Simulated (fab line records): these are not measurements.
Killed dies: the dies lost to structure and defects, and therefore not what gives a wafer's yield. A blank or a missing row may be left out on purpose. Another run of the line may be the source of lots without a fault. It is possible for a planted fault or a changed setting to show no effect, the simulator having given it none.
Commonality check across tools / flow gf180mcu / Lots sampled 13, wafers sampled 39

REASON IT WAS OPENED
On 1 of the 13 lots, a flag is raised at GF_POLY_GATE_CD_MEAS_10 on the reading cd_nm. No-fault wafers: 280.0 nm, standard deviation 1.1.
Rule: flag the lot when none of its wafers has a number, or when each of its wafers that has one lies beyond 4 standard deviations from that mean. The rest of the lots are taken to be sound.

lot=L752; measured=day 9 04:46; on=cd_sem-02; cd_nm (nm), wafer by wafer=280.8 281.0 281.0; flag=
lot=L753; measured=day 9 14:58; on=cd_sem-01; cd_nm (nm), wafer by wafer=279.6 278.8 280.3; flag=
lot=L756; measured=day 10 06:29; on=cd_sem-02; cd_nm (nm), wafer by wafer=279.2 277.9 279.3; flag=
lot=L757; measured=day 10 10:16; on=cd_sem-01; cd_nm (nm), wafer by wafer=279.0 278.0 279.7; flag=
lot=L758; measured=day 10 16:28; on=cd_sem-01; cd_nm (nm), wafer by wafer=280.7 279.3 280.5; flag=
lot=L760; measured=day 11 07:52; on=cd_sem-01; cd_nm (nm), wafer by wafer=280.4 279.5 281.3; flag=
lot=L761; measured=day 11 19:40; on=cd_sem-02; cd_nm (nm), wafer by wafer=279.4 279.0 280.0; flag=
lot=L767; measured=day 13 12:13; on=cd_sem-02; cd_nm (nm), wafer by wafer=278.6 279.8 279.0; flag=
lot=L769; measured=day 14 01:42; on=cd_sem-01; cd_nm (nm), wafer by wafer=266.1 265.2 265.0; flag=FLAGGED
lot=L771; measured=day 14 19:31; on=cd_sem-02; cd_nm (nm), wafer by wafer=281.7 281.0 279.0; flag=
lot=L772; measured=day 15 08:03; on=cd_sem-02; cd_nm (nm), wafer by wafer=281.5 280.0 279.7; flag=
lot=L773; measured=day 16 02:51; on=cd_sem-01; cd_nm (nm), wafer by wafer=279.2 279.1 281.0; flag=
lot=L775; measured=day 16 15:58; on=cd_sem-01; cd_nm (nm), wafer by wafer=281.6 280.9 282.0; flag=
On average the flagged lots' numbers are 265.4 nm, which is -14.6 nm against the usual, or -13 standard deviations.

LOT BY LOT: THE TOOL USED
The record keeps 1 process step preceding the reading, out of 602 steps on the route. Read each cell as the tool, then ch plus the chambers that the sampled wafers visited, then the start.
lot=L752; flag=; GF_POLY_GATE_EXPOSE_07=krf_scanner-02 ch 0, day 8 21:05
lot=L753; flag=; GF_POLY_GATE_EXPOSE_07=krf_scanner-02 ch 0, day 9 06:38
lot=L756; flag=; GF_POLY_GATE_EXPOSE_07=krf_scanner-01 ch 0, day 9 21:48
lot=L757; flag=; GF_POLY_GATE_EXPOSE_07=krf_scanner-01 ch 0, day 10 00:55
lot=L758; flag=; GF_POLY_GATE_EXPOSE_07=krf_scanner-02 ch 0, day 10 07:41
lot=L760; flag=; GF_POLY_GATE_EXPOSE_07=krf_scanner-02 ch 0, day 10 23:34
lot=L761; flag=; GF_POLY_GATE_EXPOSE_07=krf_scanner-02 ch 0, day 11 10:33
lot=L767; flag=; GF_POLY_GATE_EXPOSE_07=krf_scanner-02 ch 0, day 13 02:05
lot=L769; flag=FLAGGED; GF_POLY_GATE_EXPOSE_07=krf_scanner-01 ch 0, day 13 15:32
lot=L771; flag=; GF_POLY_GATE_EXPOSE_07=krf_scanner-01 ch 0, day 14 09:26
lot=L772; flag=; GF_POLY_GATE_EXPOSE_07=krf_scanner-01 ch 0, day 14 21:19
lot=L773; flag=; GF_POLY_GATE_EXPOSE_07=krf_scanner-02 ch 0, day 15 16:16
lot=L775; flag=; GF_POLY_GATE_EXPOSE_07=krf_scanner-01 ch 0, day 16 04:45
What the steps here do:
- GF_POLY_GATE_EXPOSE_07: exposes mask Poly2, target cd 280 nm.
- GF_POLY_GATE_CD_MEAS_10: target cd 280 nm.

FLAGGED AGAINST TOTAL, ONE TOOL AT A TIME (gauges that did the reading follow at the end)
step=GF_POLY_GATE_EXPOSE_07; tool=krf_scanner-01; lots run=6; flagged=1; share of the flagged lots=all; sound lots run after its first flagged lot=3 (L771,L772,L775)
step=GF_POLY_GATE_EXPOSE_07; tool=krf_scanner-02; lots run=7; flagged=0; share of the flagged lots=none; sound lots run after its first flagged lot=-
step=GF_POLY_GATE_CD_MEAS_10; tool=cd_sem-01; lots run=7; flagged=1; share of the flagged lots=all; sound lots run after its first flagged lot=2 (L773,L775)
step=GF_POLY_GATE_CD_MEAS_10; tool=cd_sem-02; lots run=6; flagged=0; share of the flagged lots=none; sound lots run after its first flagged lot=-

WHAT THE TABLE PERMITS
In 2 table rows, all flagged lots were run: krf_scanner-01 (GF_POLY_GATE_EXPOSE_07), cd_sem-01 (GF_POLY_GATE_CD_MEAS_10).
- krf_scanner-01 at GF_POLY_GATE_EXPOSE_07: 1 of its 6 lots flagged. Sound lots followed the first flagged one (L771, L772, L775) on it, something a lasting fault affecting the whole tool could not allow.
- cd_sem-01 at GF_POLY_GATE_CD_MEAS_10: 1 of its 7 lots flagged. Sound lots followed the first flagged one (L773, L775) on it, something a lasting fault affecting the whole tool could not allow.
No row of the table ran every flagged lot and no sound lot after the first.

WHAT WAS PUT IN BY THE SIMULATOR
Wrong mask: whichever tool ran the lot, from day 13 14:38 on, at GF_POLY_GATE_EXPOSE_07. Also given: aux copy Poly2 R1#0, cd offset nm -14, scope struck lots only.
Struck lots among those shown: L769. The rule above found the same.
